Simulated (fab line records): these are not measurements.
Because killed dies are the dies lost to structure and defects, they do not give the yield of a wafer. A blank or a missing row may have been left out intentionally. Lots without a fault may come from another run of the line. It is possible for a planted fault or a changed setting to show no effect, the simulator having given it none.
Which tool did it? | flow gf180mcu | 12 lots with 36 wafers sampled at 3 steps, on a route of 602 steps

## WHAT EACH GAUGE READ, for each wafer
GF_V2_RS_MEAS_24: the measuring method here is four-point-probe.
lot  | measured     | on            | V2_W_RS (ohm/sq)
L075 | day 20 19:56 | film_metro-02 | 0.333 0.336 0.336
L077 | day 21 09:37 | film_metro-02 | 0.332 0.327 0.327
L079 | day 22 03:23 | film_metro-04 | 0.327 0.325 0.323
L081 | day 23 01:22 | film_metro-02 | 0.330 0.327 0.331
L083 | day 23 14:11 | film_metro-03 | 0.320 0.321 0.322
L085 | day 24 12:49 | film_metro-02 | 0.322 0.326 0.326
L087 | day 25 03:18 | film_metro-02 | 0.320 0.318 0.319
L089 | day 25 19:20 | film_metro-04 | 0.332 0.335 0.335
L091 | day 26 08:18 | film_metro-04 | 0.317 0.319 0.318
L093 | day 26 22:01 | film_metro-04 | 0.325 0.324 0.323
L095 | day 27 14:58 | film_metro-04 | 0.335 0.333 0.335
L097 | day 28 10:22 | film_metro-02 | 0.331 0.331 0.333

## WHAT TOOL EACH LOT RAN ON (gives the tool, then ch and the chambers of the sampled wafers, and finally the start)
lot  | GF_M2_METAL_ETCH_16               | GF_V2_CMP_04
L075 | rie_metal-01 ch 0,1, day 19 17:48 | cmp-02 ch 0,1,2, day 19 18:42
L077 | rie_metal-02 ch 0,1, day 20 06:43 | cmp-02 ch 0,1, day 20 07:39
L079 | rie_metal-01 ch 0,1, day 21 00:54 | cmp-02 ch 2,3, day 21 01:48
L081 | rie_metal-02 ch 0,1, day 21 23:29 | cmp-02 ch 1,2,3, day 22 00:44
L083 | rie_metal-04 ch 0,1, day 22 13:08 | cmp-01 ch 0,1,2, day 22 14:08
L085 | rie_metal-04 ch 0,1, day 23 12:21 | cmp-01 ch 0,2,3, day 23 13:24
L087 | rie_metal-02 ch 0,1, day 24 02:02 | cmp-02 ch 1,2, day 24 02:59
L089 | rie_metal-01 ch 0,1, day 24 19:36 | cmp-01 ch 0,2,3, day 24 20:33
L091 | rie_metal-01 ch 0,1, day 25 08:40 | cmp-02 ch 0,1,2, day 25 09:37
L093 | rie_metal-01 ch 0,1, day 25 22:32 | cmp-01 ch 1,2, day 25 23:28
L095 | rie_metal-01 ch 0,1, day 26 16:56 | cmp-02 ch 0,3, day 26 17:48
L097 | rie_metal-04 ch 0,1, day 27 12:11 | cmp-02 ch 0,2,3, day 27 13:07
- GF_M2_METAL_ETCH_16: etches the open film in Cl2/BCl3, stops on SiO2, target depth 627.5 nm, time 104.6 s.
- GF_V2_CMP_04: polishes SiO2.

## THE ANSWER, worked out from the rows above alone
Rule: usual is defined by the lots themselves. The widest of any qualifying gaps counts: lots, ordered by their means at a reading, are off when they make up no more than a third of the lots, leave a main group of 4 or more, and stand apart from it by 3 or more times the standard deviation of that group's means. Not used: any main group whose means are identical at the precision the tables above print for the reading. A lot without any number at a reading at which 4 lots or more have one is off too. All remaining lots with rows at the step are treated as sound.
No lot is off on any of the readings shown, so nothing can be concluded from this.

## WHAT THE SIMULATOR HAD PUT IN
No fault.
